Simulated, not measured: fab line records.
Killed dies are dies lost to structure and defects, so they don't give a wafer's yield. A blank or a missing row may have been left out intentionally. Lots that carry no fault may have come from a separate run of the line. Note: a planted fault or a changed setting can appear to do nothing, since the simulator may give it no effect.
Chamber matching    flow sky130    SKY_LI_CONTACT_CMP_24 on cmp-02: 4 sister chambers
The step polishes, stops on PSG, t overpolish 20 s, target thk 0 nm. 8 wafers are shown with their chamber, then 7 later ones without.

== WAFERS WITH THEIR CHAMBER ==
wafer   chamber  motor current A (A)  time to endpoint s (s)
L599.3  2        8.6                  94
L599.4  1        10.1                 98
L599.6  1        10.4                 96
L602.3  0        9.8                  97
L602.5  3        11.0                 97
L602.6  2        9.1                  97
L612.2  3        10.4                 103
L612.4  0        9.8                  98

== WAFERS WITHOUT THEIR CHAMBER ==
wafer   motor current A (A)  time to endpoint s (s)
L612.5  9.9                  110
L615.2  11.0                 111
L615.3  9.7                  109
L615.5  10.4                 100
L618.1  10.7                 97
L618.2  11.0                 98
L618.4  8.8                  95

== WHICH CHAMBER EACH ONE RAN IN ==
wafer   from the rows above                in truth
L612.5  can't be placed: 3 or 0 or 1 or 2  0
L615.2  can't be placed: 3 or 1            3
L615.3  can't be placed: 0 or 3 or 1 or 2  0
L615.5  can't be placed: 3 or 1 or 0       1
L618.1  can't be placed: 3 or 1 or 0       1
L618.2  can't be placed: 3 or 1            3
L618.4  2                                  2
Correctly placed: 1 of 7. Cannot be placed on the basis of these rows: 6; the candidates contain the true chamber in 6. Placed wrongly: 0.
How it was worked out, from the rows above alone: a wafer's distance from a chamber is the root of the sum, over the readings, of the square of ((its reading less the chamber's mean) divided by the reading's scatter). The wafer belongs to the nearest chamber; if the next one is less than 2 further off, it can't be placed. For every chamber, the mean is computed from those of its wafers that are shown. How the scatter is found: for the shown wafers, subtract from each reading the mean of its chamber, square and add these, divide the total by (wafers less chambers), then take the root.
